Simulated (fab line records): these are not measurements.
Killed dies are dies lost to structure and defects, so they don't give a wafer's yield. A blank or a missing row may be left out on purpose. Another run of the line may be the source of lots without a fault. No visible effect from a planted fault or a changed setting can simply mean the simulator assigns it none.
fab line records | flow sky130
record lots=13 wafers=39 last-day=50
route steps=708 shown FIELD_ISO@17 DNWELL@44 NWELL@78 PAD_OPEN@708
lots that met no fault: taken from a fault-free run of the same line
start-h: hours from the record's opening day to when the first of the lot's shown wafers began | wait-h: time in hours since the lot's previous step | " identical to the entry in the row above | L1.1+2: a single row standing in for several wafers | - either no value or no given start | * or withheld: withheld | < > ~ a bound
route shown NAME@n: names a module that has steps shown in the file, with the first one's number in the route | usual: mean and standard deviation over wafers with no fault | same: alike in all rows | chamber/n: place in a boat | sites: per-site readings | _std_site: standard deviation across them | _edge_site: inner sites' mean taken away from outer sites' mean | radius-mm: how far each site lies from the wafer's centre | mask NAME#n: copy n | behind: the tool/chamber that last shaped the wafer | hold: the reason the lot was held/the length of the hold in hours/how it ended | device: transistor that didn't switch, given as n, p or np | end of line: the same wafers' tests at the end of the route | where a step has no rows: the recipe by itself | killed: the dies lost at the first sort to structure and to defects; this is not the yield of the wafer | map: a wafer's dies, marking killed ones x, the rest . and places with no die _
set.NAME: the setting the step ran with; set.NAME@STEP: the setting that earlier step ran with | model.NAME: the simulator's own value behind a step, which no gauge read
the route's steps for a sample of lots (tables are steps, rows are wafers)
services: the hour from which a tool's chamber was out of use, counted from the record's first day as start-h (under 0 if before that day), plus the number of hours and why
## steps
# step SKY_FIELD_ISO_STRIP_16
# recipe chemistry=O2/N2 power-w=1400 pressure-mtorr=1500 platen-temp-c=withheld o2-flow-sccm=3000 n2-flow-sccm=300 overash-fraction=0.5
# usual drypump-motor-current-A=5.7/0.47 oes-product-au=0.377/0.0045 strip-time-to-endpoint-s=3.54/0.032
# columns lot.wafer tool chamber start-h wait-h drypump-motor-current-A oes-product-au rf-hours-counter-h strip-time-to-endpoint-s
L161.1 plasma-asher-02 0 29.53 0.0 5.8 0.375 34 3.53
L161.3 " 0 " " 5.8 0.376 - 3.50
L161.6 " 0 " " 5.9 0.382 - 3.48
L162.2 plasma-asher-02 0 33.84 0.0 5.8 0.381 35 3.54
L162.5 " 0 " " 5.9 0.386 - 3.58
L162.6 " 1 " " 4.9 0.378 - 3.56
L163.2 plasma-asher-01 0 39.47 0.0 6.2 0.380 37 3.52
L163.3 " 1 " " 5.4 0.378 - 3.52
L163.4 " 0 " " 6.3 0.376 - 3.56
L164.3 plasma-asher-01 1 46.07 0.1 5.4 0.381 - 3.56
L164.5 " 0 " " 6.3 0.374 - 3.57
L164.6 " 1 " " 5.4 0.375 - 3.55
L168.2 plasma-asher-02 0 67.74 0.0 5.8 0.371 38 3.53
L168.4 " 1 " " 4.9 0.379 - 3.53
L168.5 " 0 " " 5.8 0.371 - 3.52
L170.2 plasma-asher-04 0 75.72 0.0 6.1 0.375 35 3.51
L170.5 " 1 " " 6.0 0.378 - 3.55
L170.6 " 0 " " 6.1 0.378 - 3.54
L175.1 plasma-asher-02 1 102.64 0.0 4.9 0.372 42 3.54
L175.2 " 0 " " 5.9 0.375 42 3.51
L175.6 " 1 " " 4.9 0.378 - 3.55
L176.1 plasma-asher-04 0 106.08 0.0 6.1 0.375 37 3.53
L176.2 " 1 " " 6.0 0.379 37 3.56
L176.5 " 1 " " 6.1 0.377 - 3.57
L177.1 plasma-asher-04 1 112.13 0.0 6.0 0.375 38 3.49
L177.4 " 1 " " 6.1 0.370 - 3.48
L177.5 " 1 " " 6.0 0.381 - 3.48
L178.2 plasma-asher-01 1 118.29 0.0 5.4 0.375 0 3.55
L178.5 " 1 " " 5.4 0.368 - 3.49
L178.6 " 0 " " 6.2 0.377 - 3.51
L179.1 plasma-asher-01 0 122.53 0.0 6.3 0.377 1 3.55
L179.3 " 1 " " 5.4 0.375 - 3.51
L179.5 " 0 " " 6.3 0.382 - 3.57
L183.1 plasma-asher-01 1 145.14 0.0 5.4 0.380 3 3.58
L183.4 " 0 " " 6.3 0.379 - 3.58
L183.6 " 0 " " 6.2 0.374 - 3.57
L184.1 plasma-asher-01 1 151.29 0.0 5.4 0.376 3 3.51
L184.2 " 0 " " 6.2 0.381 3 3.60
L184.6 " 0 " " 6.2 0.384 - 3.54
# step SKY_FIELD_ISO_WET_ETCH_18
# recipe chemistry=H3PO4 target-depth-nm=25 temp-c=160 target=Si3N4 time-s=286
# usual run-length-s=313/3
# columns lot.wafer tool chamber start-h wait-h run-length-s
L161.1 wet-bench-01 2 29.70 0.0 310
L161.3 " 2 " " 310
L161.6 " 2 " " 310
L162.2 wet-bench-01 3 34.01 0.0 311
L162.5 " 3 " " 311
L162.6 " 3 " " 311
L163.2 wet-bench-01 0 39.64 0.0 311
L163.3 " 0 " " 311
L163.4 " 0 " " 311
L164.3 wet-bench-03 1 46.20 0.0 314
L164.5 " 1 " " 314
L164.6 " 1 " " 314
L168.2 wet-bench-01 3 67.91 0.0 485
L168.4 " 3 " " 485
L168.5 " 3 " " 485
L170.2 wet-bench-01 3 75.89 0.0 485
L170.5 " 3 " " 485
L170.6 " 3 " " 485
L175.1 wet-bench-03 1 102.81 0.0 313
L175.2 " 1 " " 313
L175.6 " 1 " " 313
L176.1 wet-bench-04 1 106.25 0.0 311
L176.2 " 1 " " 311
L176.5 " 1 " " 311
L177.1 wet-bench-03 2 112.30 0.0 312
L177.4 " 2 " " 312
L177.5 " 2 " " 312
L178.2 wet-bench-04 3 118.46 0.0 313
L178.5 " 3 " " 313
L178.6 " 3 " " 313
L179.1 wet-bench-03 1 122.70 0.0 314
L179.3 " 1 " " 314
L179.5 " 1 " " 314
L183.1 wet-bench-01 2 145.31 0.0 311
L183.4 " 2 " " 311
L183.6 " 2 " " 311
L184.1 wet-bench-01 2 151.46 0.0 311
L184.2 " 2 " " 311
L184.6 " 2 " " 311
# step SKY_DNWELL_TW_MEAS_09
# usual DNWELL_TW=1112/7.8
# columns lot.wafer tool chamber start-h wait-h DNWELL_TW
L161.1 film-metro-01 - 54.02 0.1 1098
L161.3 " - " " 1100
L161.6 " - " " 1099
L162.2 film-metro-04 - 58.56 0.1 1124
L162.5 " - " " 1126
L162.6 " - " " 1123
L163.2 film-metro-03 - 64.68 0.1 1115
L163.3 " - " " 1108
L163.4 " - " " 1113
L164.3 film-metro-04 - 69.19 0.1 1117
L164.5 " - " " 1111
L164.6 " - " " 1117
L168.2 film-metro-04 - 92.53 0.1 1119
L168.4 " - " " 1119
L168.5 " - " " 1120
L170.2 film-metro-03 - 100.06 0.1 1106
L170.5 " - " " 1098
L170.6 " - " " 1105
L175.1 film-metro-04 - 128.87 0.1 1127
L175.2 " - " " 1132
L175.6 " - " " 1127
L176.1 film-metro-01 - 131.52 0.1 1106
L176.2 " - " " 1112
L176.5 " - " " 1109
L177.1 film-metro-01 - 140.40 0.1 1103
L177.4 " - " " 1105
L177.5 " - " " 1107
L178.2 film-metro-01 - 146.33 0.1 1117
L178.5 " - " " 1115
L178.6 " - " " 1115
L179.1 film-metro-01 - 152.40 0.1 1110
L179.3 " - " " 1110
L179.5 " - " " 1105
L183.1 film-metro-01 - 173.67 0.1 1109
L183.4 " - " " 1116
L183.6 " - " " 1114
L184.1 film-metro-01 - 178.87 0.1 1107
L184.2 " - " " 1106
L184.6 " - " " 1101
# step SKY_NWELL_STRIP_25
# recipe chemistry=O2/N2 power-w=1400 pressure-mtorr=1500 platen-temp-c=withheld o2-flow-sccm=3000 n2-flow-sccm=300 overash-fraction=0.5
# usual drypump-motor-current-A=5.93/0.29 oes-product-au=0.722/0.0042 strip-time-to-endpoint-s=36.74/0.12
# columns lot.wafer tool chamber start-h wait-h drypump-motor-current-A oes-product-au rf-hours-counter-h strip-time-to-endpoint-s
L161.1 plasma-asher-01 0 105.70 0.1 6.24 0.722 44 36.57
L161.3 " 1 " " 5.39 0.722 - 36.61
L161.6 " 0 " " 6.25 0.722 - 36.68
L162.2 plasma-asher-03 0 111.75 0.1 5.55 0.725 30 36.62
L162.5 " 0 " " 5.57 0.719 - 36.57
L162.6 " 1 " " 5.94 0.724 - 36.60
L163.2 plasma-asher-04 0 117.17 0.1 6.11 0.729 39 36.59
L163.3 " 0 " " 6.12 0.719 - 36.62
L163.4 " 1 " " 6.05 0.726 - 36.67
L164.3 plasma-asher-03 0 122.69 0.1 5.58 0.729 - 36.81
L164.5 " 1 " " 5.98 0.724 - 36.78
L164.6 " 0 " " 5.55 0.719 - 36.80
L168.2 plasma-asher-04 1 149.81 0.1 6.01 0.715 42 36.60
L168.4 " 0 " " 6.12 0.725 - 36.71
L168.5 " 1 " " 6.02 0.717 - 36.59
L170.2 plasma-asher-03 0 157.00 0.1 5.56 0.717 34 36.73
L170.5 " 1 " " 5.93 0.723 - 36.89
L170.6 " 0 " " 5.57 0.719 - 36.84
L175.1 plasma-asher-01 1 188.45 0.1 5.43 0.726 7 36.76
L175.2 " 0 " " 6.25 0.715 7 36.77
L175.6 " 0 " " 6.24 0.727 - 36.83
L176.1 plasma-asher-01 1 192.71 0.1 5.44 0.727 8 36.86
L176.2 " 0 " " 6.24 0.719 8 36.86
L176.5 " 1 " " 5.40 0.724 - 36.85
L177.1 plasma-asher-04 1 203.35 0.1 6.01 0.722 45 36.70
L177.4 " 0 " " 6.10 0.713 - 36.65
L177.5 " 1 " " 6.05 0.725 - 36.61
L178.2 plasma-asher-04 1 209.05 0.1 6.02 0.722 46 36.71
L178.5 " 0 " " 6.11 0.723 - 36.60
L178.6 " 1 " " 6.02 0.717 - 36.67
L179.1 plasma-asher-04 0 215.05 0.1 6.13 0.722 47 36.96
L179.3 " 1 " " 6.02 0.723 - 37.06
L179.5 " 1 " " 6.00 0.723 - 36.98
L183.1 plasma-asher-04 0 240.50 0.1 6.15 0.723 49 36.72
L183.4 " 1 " " 6.02 0.720 - 36.70
L183.6 " 1 " " 6.03 0.717 - 36.77
L184.1 plasma-asher-01 1 245.80 0.1 5.43 0.721 13 36.61
L184.2 " 0 " " 6.27 0.720 13 36.75
L184.6 " 1 " " 5.42 0.719 - 36.62
# step SKY_PAD_OPEN_PROBE_99
# usual killed_at_M0_to_M3=43/5.9 killed_at_M4_up=2.9/1.5 killed-at-contacts=24/5 killed-at-front-end=15/4.8 killed-at-other=0.2/0.5 killed-dies=86/9.3 killed-open=47/7.1 killed-short=38/6.3
# same gross-dies=492 killed-at-back-side=0
# columns lot.wafer tool chamber start-h wait-h killed_at_M0_to_M3 killed_at_M4_up killed-at-contacts killed-at-front-end killed-at-other killed-dies killed-open killed-short
L161.1 prober-01 - 1088.87 0.1 51 2 20 7 0 80 43 37
L161.3 prober-01 - 1088.97 0.2 37 2 22 16 1 78 43 35
L161.6 prober-01 - 1089.12 0.2 46 3 28 10 0 87 52 35
L162.2 prober-02 - 1090.42 0.1 50 2 23 14 0 89 58 31
L162.5 prober-02 - 1090.57 0.2 35 5 25 13 1 79 42 37
L162.6 prober-02 - 1090.62 0.2 47 6 19 18 0 90 48 42
L163.2 prober-01 - 1098.08 0.1 37 0 23 19 1 80 44 36
L163.3 prober-01 - 1098.13 0.2 46 1 27 16 0 90 57 33
L163.4 prober-01 - 1098.18 0.2 48 4 17 22 0 91 49 42
L164.3 prober-02 - 1098.78 0.2 52 4 24 12 1 93 49 44
L164.5 prober-02 - 1098.88 0.2 41 1 28 16 0 86 39 47
L164.6 prober-02 - 1098.93 0.2 53 2 27 9 0 91 47 44
L168.2 prober-02 - 1131.78 0.1 43 4 21 18 1 87 46 41
L168.4 prober-02 - 1131.88 0.2 37 3 14 18 0 72 36 36
L168.5 prober-02 - 1131.93 0.2 40 4 33 12 0 89 45 44
L170.2 prober-02 - 1136.53 0.1 42 1 25 32 0 100 52 48
L170.5 prober-02 - 1136.68 0.2 46 4 26 12 0 88 33 55
L170.6 prober-02 - 1136.73 0.2 36 3 21 11 0 71 37 34
L175.1 prober-01 - 1165.55 0.1 46 2 25 15 2 90 48 42
L175.2 prober-01 - 1165.60 0.1 46 1 35 19 0 101 63 38
L175.6 prober-01 - 1165.80 0.2 52 1 24 16 0 93 60 33
L176.1 prober-02 - 1172.09 0.1 33 4 26 11 0 74 37 37
L176.2 prober-02 - 1172.14 0.1 47 3 27 8 0 85 45 40
L176.5 prober-02 - 1172.29 0.2 47 3 27 13 0 90 47 43
L177.1 prober-01 - 1176.94 0.1 48 1 28 12 0 89 49 40
L177.4 prober-01 - 1177.09 0.2 46 0 27 13 0 86 46 40
L177.5 prober-01 - 1177.14 0.2 51 5 26 22 2 106 66 40
L178.2 prober-01 - 1183.57 0.1 34 0 27 15 0 76 42 34
L178.5 prober-01 - 1183.72 0.2 49 4 25 14 1 93 47 46
L178.6 prober-01 - 1183.77 0.2 44 1 24 18 0 87 46 41
L179.1 prober-02 - 1188.99 0.1 27 3 26 6 2 64 40 24
L179.3 prober-02 - 1189.09 0.2 35 3 23 11 0 72 41 31
L179.5 prober-02 - 1189.19 0.2 36 5 35 25 0 101 47 54
L183.1 prober-02 - 1208.84 0.1 42 3 26 17 1 89 51 38
L183.4 prober-02 - 1208.99 0.2 39 1 25 18 1 84 47 37
L183.6 prober-02 - 1209.09 0.2 40 3 27 13 0 83 41 42
L184.1 prober-01 - 1209.08 0.1 50 5 21 13 0 89 51 38
L184.2 prober-01 - 1209.13 0.1 41 5 30 16 0 92 58 34
L184.6 prober-01 - 1209.33 0.2 43 4 23 10 1 81 41 40
# killed by level:class
L161.1 VIA1:geometric-particle:open=12 CONTACT:geometric-particle:open=9 METAL2:geometric-particle:short=8 VIA3:geometric-particle:open=7 LI_CONTACT:geometric-particle:open=6 METAL1:geometric-particle:short=6 VIA1:geometric-particle:short=4 VIA2:geometric-particle:open=4
L161.3 CONTACT:geometric-particle:open=9 METAL2:geometric-particle:short=7 VIA3:geometric-particle:open=7 POLY_GATE:geometric-particle:open=6 VIA1:geometric-particle:open=6 POLY_GATE:geometric-particle:short=5 LI_CONTACT:geometric-particle:open=5 CONTACT:geometric-particle:short=5
L161.6 LI_CONTACT:geometric-particle:open=9 VIA2:geometric-particle:open=9 VIA1:geometric-particle:open=8 CONTACT:geometric-particle:short=6 CONTACT:geometric-particle:open=6 VIA3:geometric-particle:open=6 METAL1:geometric-particle:short=6 FIELD_ISO:geometric-particle:open=5
L162.2 VIA1:geometric-particle:open=15 CONTACT:geometric-particle:open=10 VIA2:geometric-particle:open=10 VIA3:geometric-particle:open=7 CONTACT:geometric-particle:short=5 FIELD_ISO:geometric-particle:open=4 METAL1:geometric-particle:short=4 METAL2:geometric-particle:short=4
L162.5 CONTACT:geometric-particle:open=8 VIA2:geometric-particle:open=7 LI_CONTACT:geometric-particle:open=6 FIELD_ISO:geometric-particle:short=5 METAL1:geometric-particle:short=5 METAL2:geometric-particle:open=5 LOCAL_INTERCONNECT:geometric-particle:short=4 VIA1:geometric-particle:open=4
L162.6 VIA1:geometric-particle:open=13 FIELD_ISO:geometric-particle:open=6 VIA1:geometric-particle:short=6 CONTACT:geometric-particle:open=6 METAL2:geometric-particle:short=6 VIA3:geometric-particle:open=6 POLY_GATE:geometric-particle:short=4 LI_CONTACT:geometric-particle:short=4
L163.2 CONTACT:geometric-particle:open=9 LI_CONTACT:geometric-particle:open=7 VIA1:geometric-particle:open=6 VIA2:geometric-particle:open=6 POLY_GATE:geometric-particle:short=5 VIA3:geometric-particle:open=5 FIELD_ISO:geometric-particle:short=4 VIA1:geometric-particle:short=4
L163.3 CONTACT:geometric-particle:open=11 LI_CONTACT:geometric-particle:open=8 VIA1:geometric-particle:open=8 VIA2:geometric-particle:open=8 FIELD_ISO:geometric-particle:short=5 POLY_GATE:geometric-particle:open=5 VIA3:geometric-particle:open=5 CONTACT:geometric-particle:short=4
L163.4 VIA1:geometric-particle:open=10 VIA3:geometric-particle:open=10 CONTACT:geometric-particle:open=9 VIA3:geometric-particle:short=8 FIELD_ISO:geometric-particle:short=7 METAL1:geometric-particle:short=6 FIELD_ISO:geometric-particle:open=5 LI_CONTACT:geometric-particle:open=5
L164.3 VIA1:geometric-particle:open=14 VIA3:geometric-particle:open=8 VIA2:geometric-particle:open=7 LI_CONTACT:geometric-particle:open=6 METAL3:geometric-particle:short=6 CONTACT:geometric-particle:open=6 LI_CONTACT:geometric-particle:short=5 VIA1:geometric-particle:short=5
L164.5 CONTACT:geometric-particle:open=12 VIA1:geometric-particle:short=8 METAL2:geometric-particle:short=7 VIA1:geometric-particle:open=7 LI_CONTACT:geometric-particle:open=6 FIELD_ISO:geometric-particle:short=5 CONTACT:geometric-particle:short=5 METAL1:geometric-particle:open=5
L164.6 CONTACT:geometric-particle:open=13 METAL2:geometric-particle:short=8 METAL1:geometric-particle:short=8 LI_CONTACT:geometric-particle:open=7 VIA1:geometric-particle:open=7 VIA1:geometric-particle:short=7 VIA3:geometric-particle:open=7 VIA3:geometric-particle:short=6
L168.2 VIA1:geometric-particle:open=10 METAL2:geometric-particle:short=9 LI_CONTACT:geometric-particle:open=7 VIA3:geometric-particle:open=7 FIELD_ISO:geometric-particle:open=6 CONTACT:geometric-particle:open=6 POLY_GATE:geometric-particle:open=5 LOCAL_INTERCONNECT:geometric-particle:short=5
L168.4 VIA1:geometric-particle:short=7 FIELD_ISO:geometric-particle:open=6 VIA2:geometric-particle:open=6 CONTACT:geometric-particle:open=5 METAL1:geometric-particle:short=5 VIA1:geometric-particle:open=5 METAL2:geometric-particle:short=4 SPACER:geometric-particle:short=3
L168.5 LI_CONTACT:geometric-particle:open=10 LOCAL_INTERCONNECT:geometric-particle:short=10 CONTACT:geometric-particle:open=10 METAL1:geometric-particle:short=9 VIA1:geometric-particle:open=9 METAL2:geometric-particle:short=7 FIELD_ISO:geometric-particle:short=5 VIA2:geometric-particle:short=4
L170.2 LI_CONTACT:geometric-particle:open=12 VIA2:geometric-particle:open=9 POLY_GATE:geometric-particle:open=9 VIA1:geometric-particle:open=7 METAL1:geometric-particle:short=7 FIELD_ISO:geometric-particle:short=6 POLY_GATE:geometric-particle:short=6 VIA1:geometric-particle:short=6
L170.5 CONTACT:geometric-particle:open=9 LOCAL_INTERCONNECT:geometric-particle:short=7 METAL1:geometric-particle:short=7 CONTACT:geometric-particle:short=6 METAL2:geometric-particle:short=6 VIA2:geometric-particle:open=6 VIA1:geometric-particle:open=5 METAL3:geometric-particle:short=5
L170.6 CONTACT:geometric-particle:open=9 VIA2:geometric-particle:open=6 VIA3:geometric-particle:open=5 METAL1:geometric-particle:short=5 LI_CONTACT:geometric-particle:open=4 VIA3:geometric-particle:short=4 VIA1:geometric-particle:short=4 METAL2:geometric-particle:short=4
L175.1 CONTACT:geometric-particle:open=11 VIA3:geometric-particle:open=8 VIA1:geometric-particle:open=7 VIA1:geometric-particle:short=7 FIELD_ISO:geometric-particle:open=5 LI_CONTACT:geometric-particle:open=5 LOCAL_INTERCONNECT:geometric-particle:short=5 VIA2:geometric-particle:open=5
L175.2 CONTACT:geometric-particle:open=16 LI_CONTACT:geometric-particle:open=9 VIA2:geometric-particle:open=9 VIA1:geometric-particle:open=8 FIELD_ISO:geometric-particle:open=6 CONTACT:geometric-particle:short=6 VIA3:geometric-particle:open=6 POLY_GATE:geometric-particle:short=5
L175.6 VIA1:geometric-particle:open=14 METAL2:geometric-particle:short=10 CONTACT:geometric-particle:open=10 LI_CONTACT:geometric-particle:open=9 VIA3:geometric-particle:open=9 VIA2:geometric-particle:open=5 SPACER:geometric-particle:open=4 SPACER:geometric-particle:short=3
L176.1 CONTACT:geometric-particle:open=11 VIA1:geometric-particle:open=7 LI_CONTACT:geometric-particle:open=6 LOCAL_INTERCONNECT:geometric-particle:short=5 METAL1:geometric-particle:short=5 VIA1:geometric-particle:short=5 FIELD_ISO:geometric-particle:open=4 METAL2:geometric-particle:short=4
L176.2 LI_CONTACT:geometric-particle:open=12 VIA2:geometric-particle:open=9 VIA1:geometric-particle:open=9 CONTACT:geometric-particle:short=7 VIA1:geometric-particle:short=5 VIA2:geometric-particle:short=5 VIA3:geometric-particle:open=5 METAL1:geometric-particle:short=4
L176.5 CONTACT:geometric-particle:open=11 VIA1:geometric-particle:open=10 METAL2:geometric-particle:short=8 VIA2:geometric-particle:open=8 LOCAL_INTERCONNECT:geometric-particle:short=6 METAL1:geometric-particle:short=6 VIA1:geometric-particle:short=6 LI_CONTACT:geometric-particle:open=5
L177.1 VIA1:geometric-particle:open=15 CONTACT:geometric-particle:open=8 VIA1:geometric-particle:short=8 VIA2:geometric-particle:open=8 LI_CONTACT:geometric-particle:open=7 CONTACT:geometric-particle:short=6 VIA3:geometric-particle:open=6 FIELD_ISO:geometric-particle:short=5
L177.4 VIA1:geometric-particle:open=13 CONTACT:geometric-particle:open=11 METAL1:geometric-particle:short=7 LOCAL_INTERCONNECT:geometric-particle:short=5 VIA3:geometric-particle:open=5 LI_CONTACT:geometric-particle:open=4 METAL2:geometric-particle:short=4 VIA1:geometric-particle:short=4
L177.5 VIA1:geometric-particle:open=20 CONTACT:geometric-particle:open=11 VIA3:geometric-particle:open=10 LI_CONTACT:geometric-particle:open=7 FIELD_ISO:geometric-particle:open=6 VIA1:geometric-particle:short=6 POLY_GATE:geometric-particle:open=5 METAL1:geometric-particle:short=5
L178.2 CONTACT:geometric-particle:open=8 LI_CONTACT:geometric-particle:open=6 METAL1:geometric-particle:short=6 POLY_GATE:geometric-particle:open=5 VIA1:geometric-particle:short=5 VIA1:geometric-particle:open=5 LOCAL_INTERCONNECT:geometric-particle:short=4 METAL2:geometric-particle:short=4
L178.5 VIA1:geometric-particle:open=13 LI_CONTACT:geometric-particle:open=9 VIA2:geometric-particle:open=7 METAL1:geometric-particle:short=6 CONTACT:geometric-particle:open=5 VIA1:geometric-particle:short=5 METAL3:geometric-particle:short=5 LOCAL_INTERCONNECT:geometric-particle:short=4
L178.6 VIA1:geometric-particle:open=10 FIELD_ISO:geometric-particle:open=7 CONTACT:geometric-particle:short=7 CONTACT:geometric-particle:open=7 VIA2:geometric-particle:open=6 LOCAL_INTERCONNECT:geometric-particle:short=5 METAL2:geometric-particle:short=5 POLY_GATE:geometric-particle:open=4
L179.1 CONTACT:geometric-particle:open=12 LI_CONTACT:geometric-particle:open=10 VIA1:geometric-particle:open=5 VIA2:geometric-particle:open=5 METAL1:geometric-particle:short=3 VIA1:geometric-particle:short=3 METAL2:geometric-particle:short=3 VIA2:geometric-particle:short=3
L179.3 VIA1:geometric-particle:open=9 LI_CONTACT:geometric-particle:open=9 METAL2:geometric-particle:short=6 VIA3:geometric-particle:open=6 CONTACT:geometric-particle:open=5 CONTACT:geometric-particle:short=5 FIELD_ISO:geometric-particle:open=4 VIA1:geometric-particle:short=4
L179.5 LI_CONTACT:geometric-particle:open=14 LOCAL_INTERCONNECT:geometric-particle:short=10 POLY_GATE:geometric-particle:short=5 POLY_GATE:geometric-particle:open=5 SPACER:geometric-particle:open=5 VIA1:geometric-particle:short=5 CONTACT:geometric-particle:open=5 METAL1:geometric-particle:short=5
L183.1 VIA1:geometric-particle:open=10 POLY_GATE:geometric-particle:open=9 CONTACT:geometric-particle:open=7 VIA2:geometric-particle:open=7 LOCAL_INTERCONNECT:geometric-particle:short=6 LI_CONTACT:geometric-particle:open=5 CONTACT:geometric-particle:short=5 METAL2:geometric-particle:open=5
L183.4 CONTACT:geometric-particle:open=10 FIELD_ISO:geometric-particle:open=8 VIA1:geometric-particle:open=8 VIA1:geometric-particle:short=6 CONTACT:geometric-particle:short=6 LI_CONTACT:geometric-particle:open=5 VIA3:geometric-particle:open=5 POLY_GATE:geometric-particle:short=4
L184.1 VIA1:geometric-particle:open=16 VIA2:geometric-particle:open=11 METAL2:geometric-particle:short=7 LI_CONTACT:geometric-particle:open=6 CONTACT:geometric-particle:open=6 METAL1:geometric-particle:short=5 VIA3:geometric-particle:short=4 FIELD_ISO:geometric-particle:short=3
L183.6 CONTACT:geometric-particle:open=10 METAL1:geometric-particle:short=6 VIA1:geometric-particle:open=6 VIA2:geometric-particle:open=6 POLY_GATE:geometric-particle:open=5 LOCAL_INTERCONNECT:geometric-particle:short=5 CONTACT:geometric-particle:short=5 METAL2:geometric-particle:short=5
L184.2 CONTACT:geometric-particle:open=12 VIA1:geometric-particle:open=11 LI_CONTACT:geometric-particle:open=9 VIA2:geometric-particle:open=8 FIELD_ISO:geometric-particle:short=5 METAL1:geometric-particle:short=5 CONTACT:geometric-particle:short=5 VIA3:geometric-particle:open=5
L184.6 VIA1:geometric-particle:open=9 LI_CONTACT:geometric-particle:open=7 VIA1:geometric-particle:short=5 VIA3:geometric-particle:open=5 VIA3:geometric-particle:short=5 POLY_GATE:geometric-particle:short=4 CONTACT:geometric-particle:short=4 LOCAL_INTERCONNECT:geometric-particle:short=4
## services
# columns tool chamber start-h hours kind
wet-bench-03 - 42.76 1.9 pm
wet-bench-01 - 82.69 12.8 repair
plasma-asher-04 - 93.79 5.1 repair
plasma-asher-01 - 108.75 9.0 pm
plasma-asher-01 0 108.75 9.0 vent-cycle
plasma-asher-01 1 108.75 9.0 vent-cycle
plasma-asher-01 0 117.75 - clean
plasma-asher-01 1 117.75 - clean
wet-bench-01 - 125.08 2.9 repair
wet-bench-01 - 140.62 1.9 pm
plasma-asher-03 - 144.35 6.9 repair
plasma-asher-04 - 162.61 2.8 pm
wet-bench-04 - 166.17 1.3 repair
plasma-asher-04 - 184.66 18.0 repair
plasma-asher-03 - 243.60 2.8 pm
## key
first-sign step=SKY_FIELD_ISO_WET_ETCH_18 reading=run-length-s direction=up sigmas=57 usual=* struck=*
effect none on later readings
met-at SKY_FIELD_ISO_WET_ETCH_18
struck-lots L168,L170
struck-wafers L168.2,L168.4,L168.5,L170.2,L170.5,L170.6
tester-left-out L168,L170
not-acting-at SKY_FIELD_ISO_STRIP_16,SKY_DNWELL_TW_MEAS_09,SKY_NWELL_STRIP_25
onset-between 34.01 67.91
fault kind=process-parameter-drift tool=wet-bench-01 chamber=3 onset-h=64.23 steps=SKY_FIELD_ISO_WET_ETCH_18 channel=time-s offset=* shape=step end-h=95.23 acts-in=* stated=*
# tester-left-out: of these lots the tester's yield and bins aren't shown, on N5 and GAA mostly nor the transistor test; their killed dies are dies lost to structure and defects alone, not to doping, threshold or leakage, so they don't give the yield
